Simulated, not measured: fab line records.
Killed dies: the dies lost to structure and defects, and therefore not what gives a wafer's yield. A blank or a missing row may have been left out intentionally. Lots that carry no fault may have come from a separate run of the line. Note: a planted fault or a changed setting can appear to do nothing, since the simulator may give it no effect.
Which of the tools did it?    flow sky130    12 lots with 36 wafers sampled at 3 steps, on a route of 708 steps

WHAT THE GAUGES SHOWED, per wafer
SKY_METAL4_OVL_MEAS_14.
lot   measured      on          METAL4_OVL (nm)
L359  day 41 23:10  overlay-02  2 3 6
L360  day 42 18:16  overlay-02  13 4 12
L361  day 42 18:41  overlay-02  -9 -9 -11
L362  day 43 06:17  overlay-02  6 0 5
L367  day 44 15:52  overlay-02  11 15 11
L370  day 45 18:26  overlay-02  3 4 -8
L372  day 46 05:49  overlay-02  0 -1 -3
L374  day 46 15:14  overlay-02  4 2 0
L376  day 46 23:56  overlay-02  4 13 7
L378  day 47 01:01  overlay-01  -4 2 5
L377  day 47 06:34  overlay-01  2 0 -1
L380  day 48 02:35  overlay-02  0 -1 2

TOOL THAT RAN EACH LOT (tool first, then ch and the chambers of the sampled wafers, then the start)
lot   SKY_VIA3_SPUTTER_20          SKY_METAL4_SPUTTER_00
L359  pvdSputter-04, day 39 22:07  pvdSputter-03, day 39 22:47
L360  pvdSputter-04, day 40 16:20  pvdSputter-03, day 40 17:00
L361  pvdSputter-04, day 40 17:02  pvdSputter-03, day 40 17:43
L362  pvdSputter-03, day 41 06:22  pvdSputter-02, day 41 07:08
L367  pvdSputter-04, day 42 16:45  pvdSputter-04, day 42 17:25
L370  pvdSputter-04, day 43 21:06  pvdSputter-03, day 43 22:26
L372  pvdSputter-04, day 44 09:07  pvdSputter-02, day 44 09:46
L374  pvdSputter-01, day 44 19:29  pvdSputter-04, day 44 20:09
L376  pvdSputter-01, day 45 05:02  pvdSputter-03, day 45 05:42
L378  pvdSputter-01, day 45 07:13  pvdSputter-04, day 45 08:00
L377  pvdSputter-04, day 45 13:33  pvdSputter-02, day 45 14:13
L380  pvdSputter-04, day 46 08:52  pvdSputter-03, day 46 09:31
- SKY_VIA3_SPUTTER_20: material TiN, target thk 20 nm, time 80 s.
- SKY_METAL4_SPUTTER_00: material Ti, target thk 15 nm, time 10 s.

WHAT THE TOOLS THEMSELVES READ (means of the sampled wafers that have a number; where no wafer has one, the mark that the record gives instead)
SKY_VIA3_SPUTTER_20.
lot   tool           cathodeDcPowerW (W)  throttleValvePct (%)
L359  pvdSputter-04  4000.0               30.8
L360  pvdSputter-04  3999.9               30.5
L361  pvdSputter-04  3999.3               30.7
L362  pvdSputter-03  4000.4               30.3
L367  pvdSputter-04  4000.1               30.4
L370  pvdSputter-04  4000.9               30.2
L372  pvdSputter-04  3999.8               30.9
L374  pvdSputter-01  3999.7               30.3
L376  pvdSputter-01  4000.2               29.8
L378  pvdSputter-01  3999.6               30.2
L377  pvdSputter-04  3999.8               30.8
L380  pvdSputter-04  3999.9               31.1

SKY_METAL4_SPUTTER_00.
lot   tool           cathodeDcPowerW (W)  throttleValvePct (%)
L359  pvdSputter-03  2999.8               30.0
L360  pvdSputter-03  3000.0               30.1
L361  pvdSputter-03  2999.3               30.1
L362  pvdSputter-02  2999.7               29.5
L367  pvdSputter-04  3000.5               31.2
L370  pvdSputter-03  3000.3               30.3
L372  pvdSputter-02  3000.1               29.5
L374  pvdSputter-04  3000.3               30.4
L376  pvdSputter-03  2999.8               30.4
L378  pvdSputter-04  2999.8               30.2
L377  pvdSputter-02  3000.1               29.5
L380  pvdSputter-03  3000.1               30.3

THE ANSWER, worked out from the rows above alone
Rule: the usual values come from the lots themselves. Put in order of their means at a reading, lots are off if they are a third of the lots or fewer, leave a main group of 4 or more, and stand apart from it by a gap of 3 or more times the standard deviation of the main group's means; of several such gaps the widest counts. A main group whose means are all the same, to the digits that the tables above print for the reading, isn't used. Also off: a lot with no number at a reading for which 4 or more lots have one. The other lots that the step has rows for count as sound. Order of review: gauges by route order, followed by the tools' own readings, for which a lot's mean as printed above is used. At the first step where some lot is off, the reading lying furthest off is the one used; lots without a number count as furthest.
Across all readings shown, no lot is off: no conclusion can be drawn from this.

WHAT HAD BEEN PUT IN BY THE SIMULATOR
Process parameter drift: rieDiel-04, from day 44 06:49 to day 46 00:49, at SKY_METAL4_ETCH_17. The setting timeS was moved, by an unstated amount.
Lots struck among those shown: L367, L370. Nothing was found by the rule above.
